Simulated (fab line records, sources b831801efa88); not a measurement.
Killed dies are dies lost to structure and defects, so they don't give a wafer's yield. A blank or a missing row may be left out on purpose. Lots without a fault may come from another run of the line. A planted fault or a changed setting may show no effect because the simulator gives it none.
Which tool did it? | flow sfq_line | 7 lots, 21 wafers sampled, at 2 steps of a route of 325

WHAT THE GAUGES READ, wafer by wafer
SFQ_M7_OVL_MEAS_945.
lot  | measured     | on         | M7_OVL (nm)
L445 | day 73 00:52 | overlay-01 | 7 -1 5
L448 | day 75 23:08 | overlay-01 | -1 -1 -1
L454 | day 82 02:04 | overlay-01 | -11 -6 -16
L456 | day 82 09:10 | overlay-01 | -6 -1 -14
L459 | day 87 03:11 | overlay-01 | -2 1 2
L462 | day 89 00:55 | overlay-02 | -5 -1 -2
L464 | day 89 14:11 | overlay-02 | 4 4 4

WHICH TOOL RAN EACH LOT (tool, then ch and the chambers of the sampled wafers, then the start)
lot  | SFQ_TRILAYER_I5_STRIP_STRIP_148
L445 | rie_metal-03 ch 0,1, day 68 13:23
L448 | rie_metal-04 ch 0, day 68 22:59
L454 | rie_metal-01 ch 0,1, day 74 06:04
L456 | rie_metal-01 ch 0,1, day 75 16:53
L459 | rie_metal-04 ch 0,1, day 79 15:25
L462 | rie_metal-04 ch 0,1, day 81 21:04
L464 | rie_metal-04 ch 0,1, day 82 22:42
- SFQ_TRILAYER_I5_STRIP_STRIP_148: strips in O2.

THE ANSWER, worked out from the rows above alone
Rule: what is usual is taken from the lots themselves. Put in order of their means at a reading, lots are off if they are a third of the lots or fewer, leave a main group of 4 or more, and stand apart from it by a gap of 3 or more times the standard deviation of the main group's means; of several such gaps the widest counts. A main group whose means are all the same, to the digits that the tables above print for the reading, isn't used. A lot without any number at a reading at which 4 lots or more have one is off too. The other lots that the step has rows for count as sound.
No lot is off at any reading shown: from this, nothing can be told.

WHAT THE SIMULATOR HAD PUT IN
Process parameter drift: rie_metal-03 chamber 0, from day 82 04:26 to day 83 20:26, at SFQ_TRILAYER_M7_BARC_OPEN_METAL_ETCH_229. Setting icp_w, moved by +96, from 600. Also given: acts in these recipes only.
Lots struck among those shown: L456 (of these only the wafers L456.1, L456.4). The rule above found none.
